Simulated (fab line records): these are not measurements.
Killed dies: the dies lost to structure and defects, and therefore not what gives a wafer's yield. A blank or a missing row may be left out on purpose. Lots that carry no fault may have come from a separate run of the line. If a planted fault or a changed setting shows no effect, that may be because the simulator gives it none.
The tool behind it: which one? / flow gf180mcu / 6 lots, 18 wafers sampled, at 3 steps of a route of 602

WHAT THE GAUGES SHOWED, per wafer
GF_M1_THK_MEAS_06: measures by xrf.
lot=L434; measured=day 16 14:36; on=film metro-01; M1_ALCU_THK (nm)=445 450 444
lot=L440; measured=day 18 18:31; on=film metro-04; M1_ALCU_THK (nm)=440 440 442
lot=L443; measured=day 19 23:48; on=film metro-04; M1_ALCU_THK (nm)=449 445 447
lot=L446; measured=day 21 02:23; on=film metro-02; M1_ALCU_THK (nm)=444 443 442
lot=L448; measured=day 21 15:25; on=film metro-02; M1_ALCU_THK (nm)=442 443 443
lot=L450; measured=day 22 12:34; on=film metro-04; M1_ALCU_THK (nm)=446 447 439

WHICH TOOL RAN EACH LOT (tool, then ch and the chambers of the sampled wafers, then the start)
lot=L434; GF_LVPWELL_COAT_02=litho track-01 ch 0, day 3 20:23; GF_LVPWELL_STRIP_10=plasma asher-01 ch 0,1, day 4 03:08
lot=L440; GF_LVPWELL_COAT_02=litho track-03 ch 0, day 5 04:44; GF_LVPWELL_STRIP_10=plasma asher-04 ch 0,1, day 5 12:32
lot=L443; GF_LVPWELL_COAT_02=litho track-01 ch 0, day 5 22:11; GF_LVPWELL_STRIP_10=plasma asher-04 ch 0,1, day 6 06:33
lot=L446; GF_LVPWELL_COAT_02=litho track-01 ch 0, day 6 16:28; GF_LVPWELL_STRIP_10=plasma asher-01 ch 1, day 7 00:34
lot=L448; GF_LVPWELL_COAT_02=litho track-02 ch 0, day 7 02:14; GF_LVPWELL_STRIP_10=plasma asher-02 ch 0,1, day 7 10:10
lot=L450; GF_LVPWELL_COAT_02=litho track-01 ch 0, day 7 12:46; GF_LVPWELL_STRIP_10=plasma asher-02 ch 1, day 7 21:37
- GF_LVPWELL_COAT_02: resist thk 3000 nm.
- GF_LVPWELL_STRIP_10: strips in O2/N2.

THE ANSWER, worked out from the rows above alone
Rule: what is usual is taken from the lots themselves. Put in order of their means at a reading, lots are off if they are a third of the lots or fewer, leave a main group of 4 or more, and stand apart from it by a gap of 3 or more times the standard deviation of the main group's means; of several such gaps the widest counts. The tables above print the reading to a certain number of digits; a main group whose means all agree to those digits is not used. Also off: a lot with no number at a reading for which 4 or more lots have one. Any other lot the step has rows for is counted as sound.
None of the lots is off at any reading shown; this tells nothing.

WHAT THE SIMULATOR HAD INSERTED
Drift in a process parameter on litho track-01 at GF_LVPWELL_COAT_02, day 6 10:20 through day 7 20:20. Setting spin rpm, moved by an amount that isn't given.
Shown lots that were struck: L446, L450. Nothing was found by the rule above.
